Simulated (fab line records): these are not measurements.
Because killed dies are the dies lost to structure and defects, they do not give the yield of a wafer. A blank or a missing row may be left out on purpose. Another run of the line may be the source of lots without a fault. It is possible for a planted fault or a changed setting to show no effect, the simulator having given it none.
Which tool did it? / flow sky130 / 36 wafers from 12 lots sampled at 4 of the route's 708 steps

## WHAT EACH GAUGE READ, for each wafer
SKY_CONTACT_CD_MEAS_14: the cd target is 170 nm. Usual: cd-nm at 170.3 nm, with a standard deviation of 1.4.
lot=L926; measured=day 32 00:19; on=cd-sem-02; cd-nm (nm)=170.7 169.5 170.3; flag=
lot=L928; measured=day 32 23:46; on=cd-sem-02; cd-nm (nm)=167.8 168.3 168.6; flag=
lot=L930; measured=day 33 07:51; on=cd-sem-02; cd-nm (nm)=172.1 171.5 173.8; flag=
lot=L929; measured=day 33 11:27; on=cd-sem-02; cd-nm (nm)=170.3 170.0 170.5; flag=
lot=L934; measured=day 35 08:29; on=cd-sem-01; cd-nm (nm)=168.0 167.7 167.8; flag=
lot=L936; measured=day 37 11:03; on=cd-sem-02; cd-nm (nm)=171.0 172.8 172.3; flag=
lot=L937; measured=day 37 12:03; on=cd-sem-01; cd-nm (nm)=167.8 168.4 168.2; flag=
lot=L938; measured=day 37 15:07; on=cd-sem-01; cd-nm (nm)=169.3 170.0 169.3; flag=
lot=L940; measured=day 37 16:42; on=cd-sem-01; cd-nm (nm)=167.6 169.0 168.9; flag=
lot=L944; measured=day 38 06:53; on=cd-sem-02; cd-nm (nm)=169.4 167.7 168.6; flag=
lot=L945; measured=day 38 17:11; on=cd-sem-02; cd-nm (nm)=172.0 170.7 172.3; flag=
lot=L946; measured=day 38 22:40; on=cd-sem-02; cd-nm (nm)=170.0 171.2 170.6; flag=

SKY_VIA1_OVL_MEAS_13. Usual: VIA1_OVL 1 nm, standard deviation 4.7.
lot=L926; measured=day 34 09:01; on=overlay-02; VIA1_OVL (nm)=-7 -7 -4; flag=
lot=L928; measured=day 35 10:10; on=overlay-01; VIA1_OVL (nm)=-1 -3 0; flag=
lot=L930; measured=day 35 17:09; on=overlay-02; VIA1_OVL (nm)=0 4 2; flag=
lot=L929; measured=day 35 21:31; on=overlay-02; VIA1_OVL (nm)=-3 3 5; flag=
lot=L934; measured=day 37 15:37; on=overlay-02; VIA1_OVL (nm)=3 9 1; flag=
lot=L936; measured=day 39 18:30; on=overlay-01; VIA1_OVL (nm)=4 1 7; flag=
lot=L937; measured=day 39 18:51; on=overlay-02; VIA1_OVL (nm)=2 -3 -1; flag=
lot=L938; measured=day 39 22:40; on=overlay-01; VIA1_OVL (nm)=9 1 5; flag=
lot=L940; measured=day 39 23:14; on=overlay-02; VIA1_OVL (nm)=-5 1 12; flag=
lot=L944; measured=day 40 12:00; on=overlay-02; VIA1_OVL (nm)=-7 -8 -3; flag=
lot=L945; measured=day 40 22:35; on=overlay-02; VIA1_OVL (nm)=2 -8 1; flag=
lot=L946; measured=day 41 02:50; on=overlay-01; VIA1_OVL (nm)=11 -4 4; flag=

## WHAT TOOL EACH LOT RAN ON (gives the tool, then ch and the chambers of the sampled wafers, and finally the start)
lot=L926; SKY_METAL1_SPUTTER_00=pvd-sputter-02, day 32 01:50; SKY_METAL1_STRIP_20=plasma-asher-04 ch 0,1, day 33 05:05
lot=L928; SKY_METAL1_SPUTTER_00=pvd-sputter-04, day 33 01:25; SKY_METAL1_STRIP_20=plasma-asher-03 ch 0,1, day 34 05:25
lot=L930; SKY_METAL1_SPUTTER_00=pvd-sputter-01, day 33 09:29; SKY_METAL1_STRIP_20=plasma-asher-04 ch 0,1, day 34 12:59
lot=L929; SKY_METAL1_SPUTTER_00=pvd-sputter-02, day 33 12:59; SKY_METAL1_STRIP_20=plasma-asher-04 ch 0,1, day 34 16:56
lot=L934; SKY_METAL1_SPUTTER_00=pvd-sputter-02, day 35 09:59; SKY_METAL1_STRIP_20=plasma-asher-04 ch 0,1, day 36 12:17
lot=L936; SKY_METAL1_SPUTTER_00=pvd-sputter-04, day 37 12:37; SKY_METAL1_STRIP_20=plasma-asher-01 ch 0,1, day 38 15:16
lot=L937; SKY_METAL1_SPUTTER_00=pvd-sputter-02, day 37 13:35; SKY_METAL1_STRIP_20=plasma-asher-04 ch 0,1, day 38 16:23
lot=L938; SKY_METAL1_SPUTTER_00=pvd-sputter-01, day 37 17:08; SKY_METAL1_STRIP_20=plasma-asher-04 ch 0, day 38 19:41
lot=L940; SKY_METAL1_SPUTTER_00=pvd-sputter-01, day 37 18:40; SKY_METAL1_STRIP_20=plasma-asher-04 ch 0,1, day 38 21:05
lot=L944; SKY_METAL1_SPUTTER_00=pvd-sputter-04, day 38 08:28; SKY_METAL1_STRIP_20=plasma-asher-01 ch 0,1, day 39 11:13
lot=L945; SKY_METAL1_SPUTTER_00=pvd-sputter-04, day 38 18:46; SKY_METAL1_STRIP_20=plasma-asher-01 ch 0,1, day 39 20:52
lot=L946; SKY_METAL1_SPUTTER_00=pvd-sputter-01, day 39 00:16; SKY_METAL1_STRIP_20=plasma-asher-03 ch 0,1, day 40 01:48
- SKY_METAL1_SPUTTER_00: material Ti, target thk 15 nm, time 10 s.
- SKY_METAL1_STRIP_20: strips in O2/N2.

## WHAT THE TOOLS THEMSELVES READ (means of the sampled wafers that have a number; where no wafer has one, the mark that the record gives instead)
SKY_METAL1_SPUTTER_00. Usual: cathode-dc-power-W 3000.0 W, standard deviation 0.48; throttle-valve-pct 29.5 %, standard deviation 1.1.
lot=L926; tool=pvd-sputter-02; cathode-dc-power-W (W)=3000.1; throttle-valve-pct (%)=30.1; flag=
lot=L928; tool=pvd-sputter-04; cathode-dc-power-W (W)=2999.7; throttle-valve-pct (%)=29.7; flag=
lot=L930; tool=pvd-sputter-01; cathode-dc-power-W (W)=3000.5; throttle-valve-pct (%)=28.4; flag=
lot=L929; tool=pvd-sputter-02; cathode-dc-power-W (W)=3000.0; throttle-valve-pct (%)=29.6; flag=
lot=L934; tool=pvd-sputter-02; cathode-dc-power-W (W)=2999.9; throttle-valve-pct (%)=29.7; flag=
lot=L936; tool=pvd-sputter-04; cathode-dc-power-W (W)=3000.3; throttle-valve-pct (%)=30.0; flag=
lot=L937; tool=pvd-sputter-02; cathode-dc-power-W (W)=3000.2; throttle-valve-pct (%)=30.7; flag=
lot=L938; tool=pvd-sputter-01; cathode-dc-power-W (W)=3000.0; throttle-valve-pct (%)=28.7; flag=
lot=L940; tool=pvd-sputter-01; cathode-dc-power-W (W)=3000.1; throttle-valve-pct (%)=27.7; flag=
lot=L944; tool=pvd-sputter-04; cathode-dc-power-W (W)=2999.6; throttle-valve-pct (%)=29.4; flag=
lot=L945; tool=pvd-sputter-04; cathode-dc-power-W (W)=2999.8; throttle-valve-pct (%)=29.6; flag=
lot=L946; tool=pvd-sputter-01; cathode-dc-power-W (W)=2999.9; throttle-valve-pct (%)=28.6; flag=

SKY_METAL1_STRIP_20. Usual: drypump-motor-current-A 6.1 A, standard deviation 0.61; oes-product-au 0.344 a.u., standard deviation 0.005; strip-time-to-endpoint-s 2.72 s, standard deviation 0.031.
lot=L926; tool=plasma-asher-04; drypump-motor-current-A (A)=5.7; oes-product-au (a.u.)=0.345; strip-time-to-endpoint-s (s)=2.75; flag=
lot=L928; tool=plasma-asher-03; drypump-motor-current-A (A)=6.1; oes-product-au (a.u.)=0.342; strip-time-to-endpoint-s (s)=2.68; flag=
lot=L930; tool=plasma-asher-04; drypump-motor-current-A (A)=5.7; oes-product-au (a.u.)=0.344; strip-time-to-endpoint-s (s)=2.72; flag=
lot=L929; tool=plasma-asher-04; drypump-motor-current-A (A)=6.3; oes-product-au (a.u.)=0.345; strip-time-to-endpoint-s (s)=2.72; flag=
lot=L934; tool=plasma-asher-04; drypump-motor-current-A (A)=5.7; oes-product-au (a.u.)=0.344; strip-time-to-endpoint-s (s)=2.72; flag=
lot=L936; tool=plasma-asher-01; drypump-motor-current-A (A)=6.3; oes-product-au (a.u.)=0.345; strip-time-to-endpoint-s (s)=2.70; flag=
lot=L937; tool=plasma-asher-04; drypump-motor-current-A (A)=6.2; oes-product-au (a.u.)=0.344; strip-time-to-endpoint-s (s)=2.74; flag=
lot=L938; tool=plasma-asher-04; drypump-motor-current-A (A)=5.2; oes-product-au (a.u.)=0.342; strip-time-to-endpoint-s (s)=2.74; flag=
lot=L940; tool=plasma-asher-04; drypump-motor-current-A (A)=5.7; oes-product-au (a.u.)=0.343; strip-time-to-endpoint-s (s)=2.73; flag=
lot=L944; tool=plasma-asher-01; drypump-motor-current-A (A)=6.3; oes-product-au (a.u.)=0.338; strip-time-to-endpoint-s (s)=2.68; flag=
lot=L945; tool=plasma-asher-01; drypump-motor-current-A (A)=6.4; oes-product-au (a.u.)=0.348; strip-time-to-endpoint-s (s)=2.77; flag=
lot=L946; tool=plasma-asher-03; drypump-motor-current-A (A)=6.1; oes-product-au (a.u.)=0.347; strip-time-to-endpoint-s (s)=2.75; flag=

## THE ANSWER, worked out from the rows above alone
Rule: take the mean of a lot's wafers that have a number; if it is more than 3 standard deviations from the usual mean, the lot is off. A lot without any number at a reading at which 4 lots or more have one is off too. Any other lot the step has rows for is counted as sound. Order of review: gauges by route order, followed by the tools' own readings, for which a lot's mean as printed above is used. The first step at which some lot is off is used, and at that step the reading that is off furthest; a lot without a number counts as furthest.
None of the lots is off at any reading shown; this tells nothing.

## WHAT WAS PUT IN BY THE SIMULATOR
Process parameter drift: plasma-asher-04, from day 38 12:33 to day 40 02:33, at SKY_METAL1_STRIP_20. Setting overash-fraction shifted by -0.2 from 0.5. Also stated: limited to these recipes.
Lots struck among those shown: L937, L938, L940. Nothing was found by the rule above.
